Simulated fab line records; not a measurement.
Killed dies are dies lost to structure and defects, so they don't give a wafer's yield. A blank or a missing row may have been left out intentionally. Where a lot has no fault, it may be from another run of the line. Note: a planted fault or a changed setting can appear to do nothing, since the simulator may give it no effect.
Chamber matching ; flow gf180mcu ; cmp-02 running GF_STI_CMP_25: 4 sister chambers
The step polishes, stops on Si3N4, t overpolish 33 s, target thk 524.6 nm. 20 wafers are shown with their chamber, then 9 later ones without.

== WAFERS, EACH WITH ITS CHAMBER ==
wafer;chamber;time to endpoint s (s);motor current A (A)
L806.4;1;121;12.0
L806.5;2;124;12.4
L806.6;3;117;12.1
L807.1;0;122;12.4
L807.4;1;122;11.6
L807.5;0;122;12.5
L809.1;2;129;12.1
L809.4;0;126;12.0
L809.5;1;127;11.8
L811.2;0;126;12.3
L811.4;2;126;11.8
L811.6;2;132;13.0
L812.3;3;120;12.5
L812.4;1;129;11.6
L812.6;3;122;12.2
L816.2;2;129;12.2
L816.3;0;125;12.4
L816.6;2;123;12.7
L824.2;1;124;11.7
L824.5;1;123;11.9

SIGNATURES, as means of the wafers listed above
reading;chamber 0;chamber 1;chamber 2;chamber 3;scatter within a chamber
time to endpoint s;124.20;124.33;127.17;119.67;2.91
motor current A;12.320;11.767;12.367;12.267;0.285
Rule: for each reading, subtract the chamber's mean from the wafer's reading, divide by that reading's scatter and square the result; add these up over the readings and take the root, which gives the wafer's distance from the chamber. If the next closest chamber is less than 2 further off than the closest, the wafer can't be placed; otherwise it belongs to the closest. The scatter: the root of (the sum of the squares of (reading less its chamber's mean) over the shown wafers, divided by (wafers less chambers)).

== WAFERS WHOSE CHAMBER IS MISSING ==
wafer;time to endpoint s (s);motor current A (A)
L827.2;126;11.7
L827.3;124;12.0
L827.6;127;11.5
L828.3;121;12.9
L828.5;130;13.2
L828.6;120;12.4
L829.1;122;12.3
L829.4;127;12.0
L829.5;126;12.2

== WHICH CHAMBER EACH ONE RAN IN ==
wafer;from the rows above;in truth
L827.2;can't be placed: 1 or 0 or 2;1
L827.3;can't be placed: 1 or 0 or 2 or 3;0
L827.6;can't be placed: 1 or 0 or 2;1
L828.3;can't be placed: 3 or 0 or 2 or 1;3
L828.5;can't be placed: 2 or 0 or 3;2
L828.6;can't be placed: 3 or 0 or 2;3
L829.1;can't be placed: 0 or 3 or 2 or 1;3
L829.4;can't be placed: 1 or 2 or 0 or 3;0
L829.5;can't be placed: 2 or 0 or 1 or 3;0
Correctly placed: 0 of 9. These rows do not allow placing 9 (true chamber among the candidates in 9). Wrongly placed: 0.
